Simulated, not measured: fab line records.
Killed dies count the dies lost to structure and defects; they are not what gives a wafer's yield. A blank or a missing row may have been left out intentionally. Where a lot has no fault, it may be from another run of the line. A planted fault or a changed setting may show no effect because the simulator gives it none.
Which tool was responsible? | flow sky130 | 14 lots with 42 wafers sampled at 4 steps, on a route of 708 steps

## WHAT EACH GAUGE READ, for each wafer
SKY_VT_ADJUST_LVTN_TW_MEAS_21. Usual: VT_ADJUST_LVTN_2_TW gives 188.3 (standard deviation 1.1).
lot  | measured     | on           | VT_ADJUST_LVTN_2_TW | flag
L869 | day 7 09:09  | filmMetro-03 | 188.0 189.3 189.1   | 
L870 | day 7 23:53  | filmMetro-01 | 190.2 190.2 190.1   | 
L871 | day 8 05:58  | filmMetro-01 | 189.7 189.3 189.0   | 
L872 | day 8 10:47  | filmMetro-03 | 188.2 187.9 188.3   | 
L873 | day 8 18:11  | filmMetro-03 | 188.7 188.7 188.6   | 
L875 | day 9 16:40  | filmMetro-03 | 187.4 187.8 187.8   | 
L877 | day 10 00:30 | filmMetro-01 | 188.9 190.1 189.0   | 
L879 | day 10 18:28 | filmMetro-01 | 190.4 189.7 190.1   | 
L881 | day 11 02:34 | filmMetro-02 | 188.7 189.8 188.9   | 
L887 | day 12 15:04 | filmMetro-03 | 186.9 186.9 187.6   | 
L888 | day 13 05:56 | filmMetro-01 | 188.5 188.4 188.8   | 
L890 | day 14 08:46 | filmMetro-03 | 186.9 187.2 186.4   | 
L892 | day 14 11:34 | filmMetro-03 | 186.3 186.2 186.3   | 
L891 | day 14 13:21 | filmMetro-01 | 188.1 188.0 188.2   | 

SKY_CONTACT_BOW_MEAS_05. Usual: CONTACT_BOW gives 81 um (standard deviation 6.5).
lot  | measured     | on           | CONTACT_BOW (um) | flag
L869 | day 29 17:55 | filmMetro-04 | 77 80 72         | 
L870 | day 30 14:36 | filmMetro-01 | 86 85 86         | 
L871 | day 30 17:52 | filmMetro-01 | 77 86 86         | 
L872 | day 31 02:11 | filmMetro-04 | 92 73 72         | 
L873 | day 32 11:57 | filmMetro-01 | 83 84 80         | 
L875 | day 32 19:41 | filmMetro-04 | 85 78 68         | 
L877 | day 33 01:12 | filmMetro-03 | 80 82 103        | 
L879 | day 33 22:47 | filmMetro-04 | 68 82 79         | 
L881 | day 34 03:26 | filmMetro-01 | 87 89 83         | 
L887 | day 36 09:38 | filmMetro-04 | 81 70 83         | 
L888 | day 36 13:09 | filmMetro-04 | 72 74 81         | 
L890 | day 37 19:07 | filmMetro-01 | 85 88 76         | 
L892 | day 37 19:26 | filmMetro-01 | 83 77 77         | 
L891 | day 37 23:34 | filmMetro-01 | 85 77 83         | 

SKY_VIA1_THK_MEAS_01. Usual: VIA1_HDPCVD_THK gives 1030 nm (standard deviation 11).
lot  | measured     | on           | VIA1_HDPCVD_THK (nm) | flag
L869 | day 32 03:32 | filmMetro-03 | 1033 1033 1028       | 
L870 | day 33 00:41 | filmMetro-04 | 1037 1027 1050       | 
L871 | day 33 02:07 | filmMetro-02 | 1032 1035 1024       | 
L872 | day 33 12:17 | filmMetro-04 | 1031 1030 1015       | 
L873 | day 34 19:38 | filmMetro-04 | 1043 1039 1025       | 
L875 | day 35 04:05 | filmMetro-03 | 1030 1035 1033       | 
L877 | day 35 09:08 | filmMetro-02 | 1054 1028 1037       | 
L879 | day 36 05:41 | filmMetro-03 | 1015 1010 1017       | 
L881 | day 36 10:21 | filmMetro-03 | 1045 1040 1045       | 
L887 | day 38 16:34 | filmMetro-03 | 1029 1022 1027       | 
L888 | day 38 18:46 | filmMetro-03 | 1018 1009 1021       | 
L890 | day 39 23:05 | filmMetro-04 | 1040 1053 1046       | 
L892 | day 40 00:02 | filmMetro-02 | 1041 1035 1037       | 
L891 | day 40 04:16 | filmMetro-02 | 1019 1019 1020       | 

## WHICH TOOL RAN EACH LOT (tool, then ch and the chambers of the sampled wafers, then the start)
lot  | SKY_VT_ADJUST_NCORE_IMPLANT_09
L869 | implanter-02 ch 0, day 8 04:26
L870 | implanter-02 ch 0, day 8 20:02
L871 | implanter-02 ch 0, day 9 02:57
L872 | implanter-02 ch 0, day 9 07:46
L873 | implanter-03 ch 0, day 9 15:01
L875 | implanter-02 ch 0, day 10 15:08
L877 | implanter-04 ch 0, day 10 22:41
L879 | implanter-03 ch 0, day 11 18:04
L881 | implanter-02 ch 0, day 12 02:47
L887 | implanter-02 ch 0, day 13 16:35
L888 | implanter-04 ch 0, day 14 07:56
L890 | implanter-02 ch 0, day 15 11:14
L892 | implanter-04 ch 0, day 15 14:37
L891 | implanter-03 ch 0, day 15 16:29
- SKY_VT_ADJUST_NCORE_IMPLANT_09

## AS READ BY THE TOOLS THEMSELVES (means over the sampled wafers that have a number; for cases with no such wafer, the mark the record gives instead)
SKY_VT_ADJUST_NCORE_IMPLANT_09. Usual: 2.4001e+12 for doseIonsCm2, sd 2.9e+09.
lot  | tool         | doseIonsCm2 | flag
L869 | implanter-02 | 2.3981e+12  | 
L870 | implanter-02 | 2.3978e+12  | 
L871 | implanter-02 | 2.3985e+12  | 
L872 | implanter-02 | 2.4030e+12  | 
L873 | implanter-03 | 2.3987e+12  | 
L875 | implanter-02 | 2.3975e+12  | 
L877 | implanter-04 | 2.4019e+12  | 
L879 | implanter-03 | 2.3992e+12  | 
L881 | implanter-02 | 2.3966e+12  | 
L887 | implanter-02 | 2.3459e+12  | OFF
L888 | implanter-04 | 2.4039e+12  | 
L890 | implanter-02 | 2.3421e+12  | OFF
L892 | implanter-04 | 2.4002e+12  | 
L891 | implanter-03 | 2.3960e+12  | 

## THE ANSWER, worked out from the rows above alone
Rule: a lot counts as off when the mean over its wafers that have a number is more than 3 standard deviations away from the usual mean. Also off: a lot with no number at a reading for which 4 or more lots have one. All remaining lots with rows at the step are treated as sound. Order of review: gauges by route order, followed by the tools' own readings, for which a lot's mean as printed above is used. At the first step where some lot is off, the reading lying furthest off is the one used; lots without a number count as furthest.
Off: L887, L890, at SKY_VT_ADJUST_NCORE_IMPLANT_09 (doseIonsCm2).
A tool fits if, at that step or a process step before it, it ran every lot that is off, and no sound lot after the first of them. One fits: implanter-02 at SKY_VT_ADJUST_NCORE_IMPLANT_09. A fault onset in the window from L881 (day 12 02:47, its last sound lot) to L887 (day 13 16:35, its first lot off) fits.
On the lots that are off, the tool's own readings at SKY_VT_ADJUST_NCORE_IMPLANT_09 differ by more than 5 times the standard deviation of the sound lots' means, which bears it out; doseIonsCm2 reads 2.3440e+12 there versus 2.3993e+12 on the sound lots.

## WHAT THE SIMULATOR HAD INSERTED
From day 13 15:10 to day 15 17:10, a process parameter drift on implanter-02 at SKY_VT_ADJUST_NCORE_IMPLANT_09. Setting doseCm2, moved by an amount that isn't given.
Shown lots that were struck: L887, L890. The same result came from the rule above.
